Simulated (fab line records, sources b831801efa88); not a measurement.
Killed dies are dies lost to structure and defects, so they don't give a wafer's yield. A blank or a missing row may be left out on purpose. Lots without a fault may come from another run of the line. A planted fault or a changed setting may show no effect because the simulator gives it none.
Which tool did it? | flow gf180mcu | 6 lots, 18 wafers sampled, at 4 steps of a route of 602

WHAT THE GAUGES READ, wafer by wafer
GF_HV_LDD_TW_MEAS_38.
lot  | measured     | on            | HV_LDD_3_TW
L400 | day 12 04:33 | film_metro-01 | 1422 1421 1420
L403 | day 13 03:01 | film_metro-01 | 1408 1417 1418
L405 | day 13 17:14 | film_metro-03 | 1422 1422 1421
L407 | day 14 05:34 | film_metro-03 | 1427 1420 1420
L409 | day 14 15:02 | film_metro-02 | 1589 1587 1588
L411 | day 15 16:02 | film_metro-02 | 1594 1590 1596

WHICH TOOL RAN EACH LOT (tool, then ch and the chambers of the sampled wafers, then the start)
lot  | GF_MVPSD_STRIP_10                   | GF_VT_IMPLANT_RTA_45             | GF_HV_LDD_IMPLANT_36
L400 | plasma_asher-04 ch 0,1, day 5 12:42 | rtp_anneal-01 ch 0, day 8 02:53  | implanter-03 ch 0, day 12 04:19
L403 | plasma_asher-03 ch 0,1, day 6 06:24 | rtp_anneal-01 ch 0, day 8 23:13  | implanter-03 ch 0, day 13 02:46
L405 | plasma_asher-04 ch 0,1, day 6 19:56 | rtp_anneal-01 ch 0, day 9 12:25  | implanter-02 ch 0, day 13 17:02
L407 | plasma_asher-04 ch 0,1, day 7 02:06 | rtp_anneal-02 ch 0, day 9 20:20  | implanter-02 ch 0, day 14 05:20
L409 | plasma_asher-04 ch 0,1, day 7 11:51 | rtp_anneal-01 ch 0, day 10 07:06 | implanter-03 ch 0, day 14 14:47
L411 | plasma_asher-03 ch 1, day 8 02:23   | rtp_anneal-02 ch 0, day 10 22:04 | implanter-03 ch 0, day 15 15:47
- GF_MVPSD_STRIP_10: strips in O2/N2.
- GF_VT_IMPLANT_RTA_45: time 30 s.
- GF_HV_LDD_IMPLANT_36

THE ANSWER, worked out from the rows above alone
Rule: what is usual is taken from the lots themselves. Put in order of their means at a reading, lots are off if they are a third of the lots or fewer, leave a main group of 4 or more, and stand apart from it by a gap of 3 or more times the standard deviation of the main group's means; of several such gaps the widest counts. A main group whose means are all the same, to the digits that the tables above print for the reading, isn't used. A lot without any number at a reading at which 4 lots or more have one is off too. The other lots that the step has rows for count as sound.
Off: L409, L411, at GF_HV_LDD_TW_MEAS_38 (HV_LDD_3_TW). The main group: mean 1420, standard deviation 3.2.
A tool fits if, at a process step before that reading, it ran every lot that is off, and no sound lot after the first of them. The gauges at GF_HV_LDD_TW_MEAS_38 are tried like those tools. Can't be told from this: 2 tools fit, implanter-03 at GF_HV_LDD_IMPLANT_36, film_metro-02 at GF_HV_LDD_TW_MEAS_38.

WHAT THE SIMULATOR HAD PUT IN
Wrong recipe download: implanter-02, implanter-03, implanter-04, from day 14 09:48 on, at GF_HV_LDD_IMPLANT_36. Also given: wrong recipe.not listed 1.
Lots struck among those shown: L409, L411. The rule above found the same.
